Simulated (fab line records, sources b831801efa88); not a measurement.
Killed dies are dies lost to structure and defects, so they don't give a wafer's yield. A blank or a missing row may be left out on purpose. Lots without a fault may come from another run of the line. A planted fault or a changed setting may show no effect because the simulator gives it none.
Chamber matching | flow sky130 | SKY_VIA1_ETCH_15 on rie_diel-04: 4 sister chambers
The step etches SiO2 in C4F8/O2/Ar, stops on TiN, target depth 351 nm, time 54 s. 4 wafers are shown with their chamber, then 8 later ones without.

WAFERS WITH THEIR CHAMBER
wafer  | chamber | oes_product_au (a.u.)
L079.6 | 1       | 0.978
L084.5 | 3       | 0.989
L084.6 | 0       | 0.984
L085.2 | 2       | 0.982

WAFERS WITHOUT THEIR CHAMBER
wafer  | oes_product_au (a.u.)
L085.4 | 0.989
L085.5 | 0.988
L093.2 | 0.988
L093.4 | 0.985
L093.6 | 0.990
L097.1 | 0.979
L097.4 | 0.984
L097.5 | 0.982

WHICH CHAMBER EACH WENT THROUGH
wafer  | from the rows above | in truth
L085.4 | 3                   | 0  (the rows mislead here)
L085.5 | 3                   | 3
L093.2 | 3                   | 3
L093.4 | 0                   | 0
L093.6 | 3                   | 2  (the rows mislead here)
L097.1 | 1                   | 1
L097.4 | 0                   | 0
L097.5 | 2                   | 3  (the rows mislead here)
Placed correctly: 5 of 8. Can't be placed from these rows: 0. Placed wrongly: 3.
How it was worked out, from the rows above alone: a wafer's distance from a chamber is the root of the sum, over the readings, of the square of ((its reading less the chamber's mean) divided by the reading's scatter). The wafer belongs to the nearest chamber; if the next one is less than 2 further off, it can't be placed. A chamber's mean is the mean of its shown wafers. The scatter: with one shown wafer a chamber, the root of the mean of the squares of how far each hidden wafer lies from its nearest shown one.
